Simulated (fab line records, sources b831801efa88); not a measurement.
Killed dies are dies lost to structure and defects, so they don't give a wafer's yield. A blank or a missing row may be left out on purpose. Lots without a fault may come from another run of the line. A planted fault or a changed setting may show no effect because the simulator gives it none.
fab line records | flow gf180mcu | part 1 of 2: steps 1 to 38 of 40
record lots=6 wafers=18 last_day=34
route steps=602 shown HV_LDD@222 NSD@235 PSD@248 PASSIVATION@602
lots that met no fault: from a run of the same line without faults
start_h: hours from the record's first day to the start of the lot's first wafer shown | wait_h: hours since the lot's step before | " the same as in the row above | L1.1+2: a row that stands for several wafers | - no value, or no start given | * or withheld: withheld | < > ~ a bound
route shown NAME@n: a module of which the file shows steps, and the number in the route of the first | usual: mean/standard deviation of fault-free wafers | same: alike in all rows | chamber/n: place in a boat | sites: the reading at each site | _std_site: their standard deviation | _edge_site: outer sites' mean less inner sites' | radius_mm: how far each site lies from the wafer's centre | mask NAME#n: copy n | behind: the tool/chamber that last shaped the wafer | hold: why the lot was held/for how many hours/how that ended | device: the transistor (n, p or np) that didn't switch | end of line: the same wafers' tests at the end of the route | a step without rows: its recipe alone | killed: dies lost to structure and defects at the first sort, not the wafer's yield | map: a wafer's dies, x killed, . not, _ none there
set.NAME: the setting as run; set.NAME@STEP: as run at that earlier step | model.NAME: the simulator's own value behind a step, which no gauge read
lots at some steps of the route; a table a step, a row a wafer
services: from which hour (start_h, from the record's first day; less than 0 if before it) a tool's chamber was out of use, for how many hours, and why
## steps
# step GF_HV_LDD_CD_MEAS_46
# recipe target_cd_nm=400
# usual cd_nm=400.0/2.5
# columns lot.wafer tool chamber start_h wait_h cd_nm
L992.3 cd_sem-02 - 290.30 0.1 402.3
L992.4 " - " " 404.0
L992.6 " - " " 401.2
L993.2 cd_sem-02 - 299.03 0.1 399.8
L993.4 " - " " 401.3
L993.5 " - " " 400.0
L994.2 cd_sem-01 - 301.99 0.1 398.2
L994.5 " - " " 402.0
L994.6 " - " " 397.5
L996.2 cd_sem-02 - 318.03 0.1 395.8
L996.3 " - " " 399.2
L996.5 " - " " 396.8
L110.3 cd_sem-01 - 430.36 0.1 401.7
L110.5 " - " " 400.7
L110.6 " - " " 402.4
L111.3 cd_sem-02 - 438.84 0.1 398.5
L111.5 " - " " 400.6
L111.6 " - " " 399.3
# step GF_HV_LDD_OVL_MEAS_47
# usual HV_LDD_03_OVL=0.1/1.3
# columns lot.wafer tool chamber start_h wait_h HV_LDD_03_OVL[nm]
L992.3 overlay-01 - 290.39 0.1 1.0
L992.4 " - " " 1.2
L992.6 " - " " 0.3
L993.2 overlay-01 - 299.13 0.1 0.2
L993.4 " - " " -0.1
L993.5 " - " " 0.0
L994.2 overlay-01 - 302.10 0.1 0.1
L994.5 " - " " 0.5
L994.6 " - " " 0.0
L996.2 overlay-01 - 318.13 0.1 -1.4
L996.3 " - " " -1.1
L996.5 " - " " -1.2
L110.3 overlay-02 - 430.45 0.1 1.4
L110.5 " - " " 1.1
L110.6 " - " " 2.6
L111.3 overlay-01 - 438.94 0.1 -0.9
L111.5 " - " " -1.7
L111.6 " - " " -2.1
# step GF_HV_LDD_IMPLANT_48
# recipe species=B energy_kev=25 dose_cm2=3e+13 tilt_deg=7
# step GF_HV_LDD_STRIP_49
# recipe chemistry=O2/N2 power_w=1400 pressure_mtorr=1500 platen_temp_c=250 o2_flow_sccm=3000 n2_flow_sccm=300 overash_fraction=0.5
# usual drypump_motor_current_A=5.8/0.54 heater_power_w=355/45 o2_flow_sccm=3001/8.4 oes_product_au=0.716/0.0042 strip_time_to_endpoint_s=12.622/0.029
# columns lot.wafer tool chamber start_h wait_h drypump_motor_current_A heater_power_w o2_flow_sccm oes_product_au rf_hours_counter_h strip_time_to_endpoint_s
L992.3 plasma_asher-04 1 290.60 0.1 4.7 349 3018 0.716 - 12.614
L992.4 " 0 " " 6.2 329 3000 0.716 - 12.630
L992.6 " 1 " " 4.6 336 2995 0.724 - 12.595
L993.2 plasma_asher-01 0 299.31 0.1 5.7 382 2993 0.722 67 12.607
L993.4 " 1 " " 6.1 325 2989 0.712 - 12.620
L993.5 " 0 " " 5.7 373 3007 0.706 - 12.648
L994.2 plasma_asher-01 1 302.28 0.1 6.1 329 3012 0.717 68 12.648
L994.5 " 0 " " 5.6 370 2995 0.717 - 12.650
L994.6 " 1 " " 6.1 328 2987 0.711 - 12.649
L996.2 plasma_asher-03 1 318.31 0.1 6.3 306 2999 0.714 65 12.633
L996.3 " 0 " " 5.5 442 2999 0.712 - 12.653
L996.5 " 0 " " 5.5 434 2997 0.714 - 12.576
L110.3 plasma_asher-04 0 430.66 0.1 6.2 319 2984 0.714 - 12.573
L110.5 " 0 " " 6.2 317 2989 0.709 - 12.578
L110.6 " 1 " " 4.7 336 3002 0.716 - 12.540
L111.3 plasma_asher-04 0 439.14 0.1 6.2 327 3004 0.717 - 12.575
L111.5 " 0 " " 6.2 317 3007 0.717 - 12.569
L111.6 " 1 " " 4.6 349 2995 0.718 - 12.591
# step GF_HV_LDD_TW_MEAS_50
# usual HV_LDD_4_TW=570/3
# columns lot.wafer tool chamber start_h wait_h HV_LDD_4_TW
L992.3 film_metro-03 - 290.68 0.1 571
L992.4 " - " " 575
L992.6 " - " " 571
L993.2 film_metro-01 - 299.42 0.1 570
L993.4 " - " " 569
L993.5 " - " " 569
L994.2 film_metro-03 - 302.39 0.1 572
L994.5 " - " " 573
L994.6 " - " " 574
L996.2 film_metro-04 - 318.42 0.1 567
L996.3 " - " " 570
L996.5 " - " " 566
L110.3 film_metro-04 - 430.75 0.1 566
L110.5 " - " " 568
L110.6 " - " " 566
L111.3 film_metro-04 - 439.23 0.1 568
L111.5 " - " " 569
L111.6 " - " " 569
# step GF_HV_LDD_CLEAN_51
# recipe chemistry=SC1/SC2 mix=1:4:20 temp_c=70 time_s=150 dry=n2_spin
# step GF_HV_LDD_RTA_52
# recipe temp_c=1000 time_s=10 ambient=N2
# usual lamp_power_pct=31.56/0.12 wafer_temp_C_max=1006.4/2.1
# columns lot.wafer tool chamber start_h wait_h lamp_power_pct wafer_temp_C_max
L992.3 rtp_anneal-02 0 290.79 0.0 31.49 1009.5
L992.4 " 0 " " 31.45 1006.0
L992.6 " 0 " " 31.45 1008.6
L993.2 rtp_anneal-02 0 299.54 0.0 31.49 1008.9
L993.4 " 0 " " 31.47 1009.5
L993.5 " 0 " " 31.46 1006.1
L994.2 rtp_anneal-01 0 302.57 0.0 31.74 1003.8
L994.5 " 0 " " 31.72 1004.1
L994.6 " 0 " " 31.72 1003.9
L996.2 rtp_anneal-02 0 318.54 0.0 31.48 1006.3
L996.3 " 0 " " 31.43 1009.0
L996.5 " 0 " " 31.47 1007.8
L110.3 rtp_anneal-02 0 430.87 0.0 31.49 1007.2
L110.5 " 0 " " 31.47 1010.3
L110.6 " 0 " " 31.36 1007.6
L111.3 rtp_anneal-01 0 439.36 0.0 31.70 1004.0
L111.5 " 0 " " 31.69 1004.5
L111.6 " 0 " " 31.72 1004.9
# step GF_HV_LDD_CVD_54
# recipe material=SiO2 target_thk_nm=10 precursor=TEOS temp_c=680 time_s=75 pressure_mtorr=400
# step GF_HV_LDD_THK_MEAS_55
# recipe reads=SiO2_of_HV_LDD_CVD_54
# usual HV_LDD_CVD_54_THK=10.01/0.16
# columns lot.wafer tool chamber start_h wait_h HV_LDD_CVD_54_THK[nm]
L992.3 film_metro-01 - 292.00 0.0 10.27
L992.4 " - " " 10.12
L992.6 " - " " 10.17
L993.2 film_metro-01 - 300.74 0.0 10.15
L993.4 " - " " 10.08
L993.5 " - " " 10.14
L994.2 film_metro-03 - 303.78 0.0 9.79
L994.5 " - " " 9.81
L994.6 " - " " 9.80
L996.2 film_metro-04 - 319.74 0.0 9.80
L996.3 " - " " 9.91
L996.5 " - " " 9.92
L110.3 film_metro-03 - 437.05 0.0 10.17
L110.5 " - " " 10.20
L110.6 " - " " 9.96
L111.3 film_metro-04 - 441.12 0.0 9.83
L111.5 " - " " 9.94
L111.6 " - " " 9.90
# step GF_HV_LDD_CVD_56
# recipe material=Si3N4 precursor=DCS/NH3 target_thk_nm=90 temp_c=770 time_s=1543 pressure_mtorr=250
# step GF_HV_LDD_THK_MEAS_57
# recipe reads=Si3N4_of_HV_LDD_CVD_56
# usual HV_LDD_CVD_56_THK=90.2/0.98
# columns lot.wafer tool chamber start_h wait_h HV_LDD_CVD_56_THK[nm]
L992.3 film_metro-04 - 293.49 0.0 91.1
L992.4 " - " " 90.8
L992.6 " - " " 90.5
L993.2 film_metro-01 - 302.23 0.0 90.5
L993.4 " - " " 91.0
L993.5 " - " " 90.0
L994.2 film_metro-04 - 305.27 0.0 90.2
L994.5 " - " " 89.5
L994.6 " - " " 88.7
L996.2 film_metro-04 - 321.23 0.0 90.3
L996.3 " - " " 89.6
L996.5 " - " " 89.8
L110.3 film_metro-04 - 440.21 0.0 90.3
L110.5 " - " " 90.1
L110.6 " - " " 90.3
L111.3 film_metro-01 - 442.61 0.0 89.5
L111.5 " - " " 90.0
L111.6 " - " " 89.8
# step GF_HV_LDD_ETCHBACK_58
# recipe chemistry=CH3F/O2 target=Si3N4 stop_on=SiO2 source_w=400 bias_w=80 pressure_mtorr=25 ch3f_flow_sccm=40 O2_flow_sccm=30 time_s=100 target_depth_a=900
# usual bias_w=80.00/0.22 drypump_motor_current_A=5.7/0.49 oes_product_au=0.843/0.0071 throttle_valve_pct=10.560/0.0097
# columns lot.wafer tool chamber start_h wait_h bias_w drypump_motor_current_A oes_product_au rf_hours_counter_h throttle_valve_pct model.SiO2_of_HV_LDD_CVD_54.thk_nm
L992.3 rie_diel-01 1 293.53 0.0 79.75 6.2 0.850 38 10.557 7.726
L992.4 " 2 " " 79.93 4.9 0.846 116 10.564 7.689
L992.6 " 1 " " 79.99 6.2 0.847 - 10.573 7.657
L993.2 rie_diel-01 0 302.28 0.0 68.48 5.1 0.840 4 10.563 7.879
L993.4 " 3 " " 68.23 5.3 0.846 83 10.560 7.87
L993.5 " 2 " " 67.69 4.9 0.845 - 10.570 7.945
L994.2 rie_diel-01 2 305.32 0.0 67.77 4.9 0.841 116 10.561 7.589
L994.5 " 1 " " 68.01 6.3 0.840 - 10.553 7.612
L994.6 " 2 " " 67.68 4.9 0.833 - 10.553 7.651
L996.2 rie_diel-02 1 321.28 0.0 79.98 5.9 0.839 79 10.569 7.366
L996.3 " 2 " " 80.31 6.2 0.845 87 10.550 7.391
L996.5 " 3 " " 80.07 5.7 0.840 - 10.561 7.427
L110.3 rie_diel-02 2 440.25 0.0 79.94 6.2 0.836 90 10.562 7.745
L110.5 " 2 " " 80.25 6.2 0.832 - 10.565 7.73
L110.6 " 3 " " 80.03 5.7 0.842 - 10.551 7.532
L111.3 rie_diel-04 0 442.65 0.0 79.75 5.9 0.846 7 10.576 7.309
L111.5 " 1 " " 80.13 6.1 0.846 - 10.568 7.438
L111.6 " 2 " " 79.98 6.4 0.842 - 10.561 7.378
# step GF_NSD_DEHYDRATE_00
# recipe temp_c=200 time_s=60
# step GF_NSD_HMDS_01
# recipe prime_time_s=60 prime_temp_c=120
# step GF_NSD_COAT_02
# recipe resist=NOVOLAK spin_rpm=3000 resist_thk_nm=1000
# step GF_NSD_SOFTBAKE_03
# recipe temp_c=90 time_s=60 resist=NOVOLAK
# step GF_NSD_EXPOSE_04
# recipe mask_id=Nplus target_cd_nm=400 na=0.6 source_shape=conventional sigma_outer=0.6 dose_mj=140
# step GF_NSD_PEB_05
# recipe temp_c=withheld time_s=* resist=NOVOLAK
# step GF_NSD_DEVELOP_06
# recipe develop_time_s=60 dev_temp_c=23
# step GF_NSD_CD_MEAS_07
# recipe target_cd_nm=400
# usual cd_nm=399.9/2.5
# columns lot.wafer tool chamber start_h wait_h cd_nm
L992.3 cd_sem-02 - 313.65 0.1 399.4
L992.4 " - " " 397.6
L992.6 " - " " 398.5
L993.2 cd_sem-01 - 322.38 0.1 394.6
L993.4 " - " " 396.4
L993.5 " - " " 396.3
L994.2 cd_sem-02 - 325.68 0.1 399.0
L994.5 " - " " 401.0
L994.6 " - " " 399.5
L996.2 cd_sem-01 - 342.39 0.1 399.7
L996.3 " - " " 400.8
L996.5 " - " " 400.1
L110.3 cd_sem-02 - 464.48 0.1 399.1
L110.5 " - " " 398.1
L110.6 " - " " 396.2
L111.3 cd_sem-01 - 465.71 0.1 396.7
L111.5 " - " " 400.1
L111.6 " - " " 398.1
# step GF_NSD_OVL_MEAS_08
# usual NSD_OVL=-0.9/1.3
# columns lot.wafer tool chamber start_h wait_h NSD_OVL[nm]
L992.3 overlay-01 - 313.74 0.1 -1.6
L992.4 " - " " -1.9
L992.6 " - " " -0.2
L993.2 overlay-01 - 322.48 0.1 0.3
L993.4 " - " " -2.7
L993.5 " - " " -1.6
L994.2 overlay-02 - 325.78 0.1 2.4
L994.5 " - " " 1.1
L994.6 " - " " -1.4
L996.2 overlay-01 - 342.50 0.1 0.6
L996.3 " - " " -2.5
L996.5 " - " " -0.3
L110.3 overlay-02 - 464.57 0.1 -1.5
L110.5 " - " " -1.2
L110.6 " - " " -2.5
L111.3 overlay-01 - 465.80 0.1 -2.0
L111.5 " - " " -0.5
L111.6 " - " " -1.8
# step GF_NSD_IMPLANT_09
# recipe species=As energy_kev=60.7 dose_cm2=4e+15 tilt_deg=7
# step GF_NSD_IMPLANT_10
# recipe species=P energy_kev=40 dose_cm2=5e+14 tilt_deg=7
# step GF_NSD_STRIP_11
# recipe chemistry=O2/N2 power_w=1400 pressure_mtorr=1500 platen_temp_c=250 o2_flow_sccm=3000 n2_flow_sccm=300 overash_fraction=0.5
# usual drypump_motor_current_A=5.9/0.52 heater_power_w=370/46 o2_flow_sccm=3000/8.4 oes_product_au=0.486/0.0042 strip_time_to_endpoint_s=23.04/0.043
# columns lot.wafer tool chamber start_h wait_h drypump_motor_current_A heater_power_w o2_flow_sccm oes_product_au rf_hours_counter_h strip_time_to_endpoint_s
L992.3 plasma_asher-01 1 314.09 0.1 6.0 330 2987 0.484 - 23.04
L992.4 " 0 " " 5.7 381 3000 0.490 - 23.11
L992.6 " 0 " " 5.7 377 2993 0.478 - 23.08
L993.2 plasma_asher-02 1 322.81 0.1 6.2 454 2998 0.486 20 23.07
L993.4 " 0 " " 6.3 364 2991 0.490 - 23.10
L993.5 " 1 " " 6.2 450 2992 0.488 - 23.05
L994.2 plasma_asher-01 0 326.11 0.1 5.7 380 3026 0.485 70 23.02
L994.5 " 1 " " 6.1 336 3017 0.480 - 23.03
L994.6 " 0 " " 5.7 370 3023 0.488 - 23.04
L996.2 plasma_asher-02 0 342.83 0.1 6.3 365 3002 0.488 23 23.01
L996.3 " 1 " " 6.2 455 2995 0.488 - 23.02
L996.5 " 1 " " 6.2 455 3004 0.484 - 23.03
L110.3 plasma_asher-04 1 464.93 0.1 4.7 340 3013 0.493 - 23.11
L110.5 " 1 " " 4.6 334 3001 0.483 - 23.10
L110.6 " 0 " " 6.2 323 3001 0.491 - 23.15
L111.3 plasma_asher-01 0 466.16 0.1 5.6 375 2997 0.483 - 23.08
L111.5 " 0 " " 5.7 375 3009 0.491 - 23.02
L111.6 " 1 " " 6.1 326 3003 0.489 - 23.00
# step GF_NSD_TW_MEAS_12
# usual NSD_TW=4265/31
# columns lot.wafer tool chamber start_h wait_h NSD_TW
L992.3 film_metro-01 - 314.18 0.1 4255
L992.4 " - " " 4267
L992.6 " - " " 4238
L993.2 film_metro-04 - 322.92 0.1 4213
L993.4 " - " " 4213
L993.5 " - " " 4198
L994.2 film_metro-04 - 326.22 0.1 4221
L994.5 " - " " 4245
L994.6 " - " " 4226
L996.2 film_metro-01 - 342.94 0.1 4244
L996.3 " - " " 4242
L996.5 " - " " 4233
L110.3 film_metro-02 - 465.02 0.1 4306
L110.5 " - " " 4306
L110.6 " - " " 4294
L111.3 film_metro-02 - 466.25 0.1 4269
L111.5 " - " " 4291
L111.6 " - " " 4277
# step GF_PSD_DEHYDRATE_00
# recipe temp_c=200 time_s=60
# step GF_PSD_HMDS_01
# recipe prime_time_s=60 prime_temp_c=120
# step GF_PSD_COAT_02
# recipe resist=NOVOLAK spin_rpm=3000 resist_thk_nm=1000
# step GF_PSD_SOFTBAKE_03
# recipe temp_c=90 time_s=60 resist=NOVOLAK
# step GF_PSD_EXPOSE_04
# recipe mask_id=Pplus target_cd_nm=400 na=0.6 source_shape=conventional sigma_outer=0.6 dose_mj=140
# step GF_PSD_PEB_05
# recipe temp_c=withheld time_s=* resist=NOVOLAK
# step GF_PSD_DEVELOP_06
# recipe develop_time_s=60 dev_temp_c=23
# step GF_PSD_CD_MEAS_07
# recipe target_cd_nm=400
# usual cd_nm=399.7/2
# columns lot.wafer tool chamber start_h wait_h cd_nm
L992.3 cd_sem-02 - 335.10 0.1 398.2
L992.4 " - " " 398.2
L992.6 " - " " 399.2
L993.2 cd_sem-02 - 343.96 0.1 396.8
L993.4 " - " " 400.0
L993.5 " - " " 398.7
L994.2 cd_sem-02 - 347.24 0.1 399.6
L994.5 " - " " 398.7
L994.6 " - " " 398.1
L996.2 cd_sem-02 - 364.36 0.1 400.5
L996.3 " - " " 400.4
L996.5 " - " " 399.2
L110.3 cd_sem-02 - 488.77 0.2 396.5
L110.5 " - " " 399.4
L110.6 " - " " 400.4
L111.3 cd_sem-02 - 490.33 0.1 398.0
L111.5 " - " " 396.6
L111.6 " - " " 397.2
# step GF_PSD_OVL_MEAS_08
# usual PSD_OVL=-0.2/1.6
# columns lot.wafer tool chamber start_h wait_h PSD_OVL[nm]
L992.3 overlay-02 - 335.19 0.1 -0.1
L992.4 " - " " -0.3
L992.6 " - " " 1.0
L993.2 overlay-02 - 344.06 0.1 1.4
L993.4 " - " " 0.7
L993.5 " - " " 1.5
L994.2 overlay-01 - 347.35 0.1 -1.0
L994.5 " - " " 0.2
L994.6 " - " " -0.2
L996.2 overlay-02 - 364.47 0.1 0.4
L996.3 " - " " -0.8
L996.5 " - " " 0.6
L110.3 overlay-01 - 488.86 0.1 -3.6
L110.5 " - " " -3.2
L110.6 " - " " -1.7
L111.3 overlay-01 - 490.42 0.1 0.5
L111.5 " - " " 1.8
L111.6 " - " " 1.3
# step GF_PSD_IMPLANT_09
# recipe species=BF2 energy_kev=40 dose_cm2=1.5e+15 tilt_deg=7
# step GF_PSD_STRIP_10
# recipe chemistry=O2/N2 power_w=1400 pressure_mtorr=1500 platen_temp_c=250 o2_flow_sccm=2948 n2_flow_sccm=300 overash_fraction=0.5
# usual drypump_motor_current_A=5.9/0.58 heater_power_w=373/57 o2_flow_sccm=2948/8.3 oes_product_au=0.591/0.0051 strip_time_to_endpoint_s=16.54/0.032
# columns lot.wafer tool chamber start_h wait_h drypump_motor_current_A heater_power_w o2_flow_sccm oes_product_au rf_hours_counter_h strip_time_to_endpoint_s
L992.3 plasma_asher-04 0 335.40 0.1 6.2 320 2951 0.587 - 16.61
L992.4 " 1 " " 4.6 340 2922 0.591 - 16.56
L992.6 " 1 " " 4.7 340 2938 0.586 - 16.56
L993.2 plasma_asher-04 1 344.24 0.1 4.7 343 2955 0.589 58 16.53
L993.4 " 0 " " 6.2 327 2955 0.596 - 16.52
L993.5 " 1 " " 4.7 338 2965 0.592 - 16.55
L994.2 plasma_asher-02 0 347.53 0.1 6.3 375 2942 0.603 23 16.55
L994.5 " 0 " " 6.3 372 2944 0.590 - 16.56
L994.6 " 1 " " 6.2 455 2962 0.591 - 16.61
L996.2 plasma_asher-02 0 364.65 0.1 6.3 379 2951 0.593 25 16.59
L996.3 " 0 " " 6.3 378 2944 0.592 - 16.62
L996.5 " 0 " " 6.3 382 2950 0.585 - 16.60
L110.3 plasma_asher-02 1 489.06 0.1 6.2 463 2952 0.592 - 16.54
L110.5 " 0 " " 6.2 369 2934 0.598 - 16.48
L110.6 " 1 " " 6.2 448 2939 0.592 - 16.52
L111.3 plasma_asher-02 1 490.67 0.1 6.2 449 2958 0.596 - 16.58
L111.5 " 0 " " 6.3 383 2940 0.596 - 16.54
L111.6 " 1 " " 6.2 467 2941 0.593 - 16.54
# step GF_PSD_TW_MEAS_11
# usual PSD_TW=3185/21
# columns lot.wafer tool chamber start_h wait_h PSD_TW
L992.3 film_metro-01 - 335.48 0.1 3170
L992.4 " - " " 3193
L992.6 " - " " 3175
L993.2 film_metro-02 - 344.35 0.1 3193
L993.4 " - " " 3202
L993.5 " - " " 3186
L994.2 film_metro-02 - 347.64 0.1 3198
L994.5 " - " " 3184
L994.6 " - " " 3192
L996.2 film_metro-02 - 364.76 0.1 3212
L996.3 " - " " 3207
L996.5 " - " " 3217
L110.3 film_metro-02 - 489.15 0.1 3177
L110.5 " - " " 3181
L110.6 " - " " 3180
L111.3 film_metro-01 - 490.76 0.1 3199
L111.5 " - " " 3192
L111.6 " - " " 3195
# step GF_PSD_CLEAN_12
# recipe chemistry=SC1/SC2 mix=1:4:20 temp_c=70 time_s=150 dry=n2_spin
# usual bath_heat_duty_pct=12.6/1.5
# columns lot.wafer tool chamber start_h wait_h bath_heat_duty_pct model.SiO2_of_HV_LDD_CVD_54.thk_nm
L992.3 wet_bench-02 0 335.52 0.0 12.2 7.05
L992.4 " 0 " " 12.5 7.015
L992.6 " 0 " " 12.2 6.983
L993.2 wet_bench-01 2 344.40 0.0 15.7 7.199
L993.4 " 2 " " 14.9 7.191
L993.5 " 2 " " 14.2 7.264
L994.2 wet_bench-02 2 347.69 0.0 16.2 6.912
L994.5 " 2 " " 15.1 6.933
L994.6 " 2 " " 15.7 6.973
L996.2 wet_bench-02 0 364.81 0.0 11.8 6.704
L996.3 " 0 " " 13.2 6.725
L996.5 " 0 " " 12.0 6.761
L110.3 wet_bench-02 2 489.19 0.0 14.5 7.061
L110.5 " 2 " " 14.1 7.044
L110.6 " 2 " " 14.9 6.846
L111.3 wet_bench-01 2 490.80 0.0 13.5 6.624
L111.5 " 2 " " 14.3 6.753
L111.6 " 2 " " 14.3 6.696
## key
first_sign step=GF_HV_LDD_ETCHBACK_58 reading=bias_w direction=down sigmas=56 usual=80.00 struck=67.98
effect none on later readings
model_effect step=GF_HV_LDD_ETCHBACK_58 value=SiO2_of_HV_LDD_CVD_54.thk_nm without=7.477 struck=7.758
model_effect step=GF_PSD_CLEAN_12 value=SiO2_of_HV_LDD_CVD_54.thk_nm without=6.798 struck=7.078
met_at GF_HV_LDD_ETCHBACK_58
struck_wafers L993.2,L993.4,L993.5,L994.2,L994.5,L994.6
tester_left_out L993,L994
onset_between 293.53 302.28
fault kind=process_parameter_drift tool=rie_diel-01 chamber=- onset_h=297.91 steps=GF_HV_LDD_ETCHBACK_58 channel=bias_w offset=-12.217 shape=step end_h=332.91 acts_in=these_recipes_only stated=80
# tester_left_out: of these lots the tester's yield and bins aren't shown, on N5 and GAA mostly nor the transistor test; their killed dies are dies lost to structure and defects alone, not to doping, threshold or leakage, so they don't give the yield
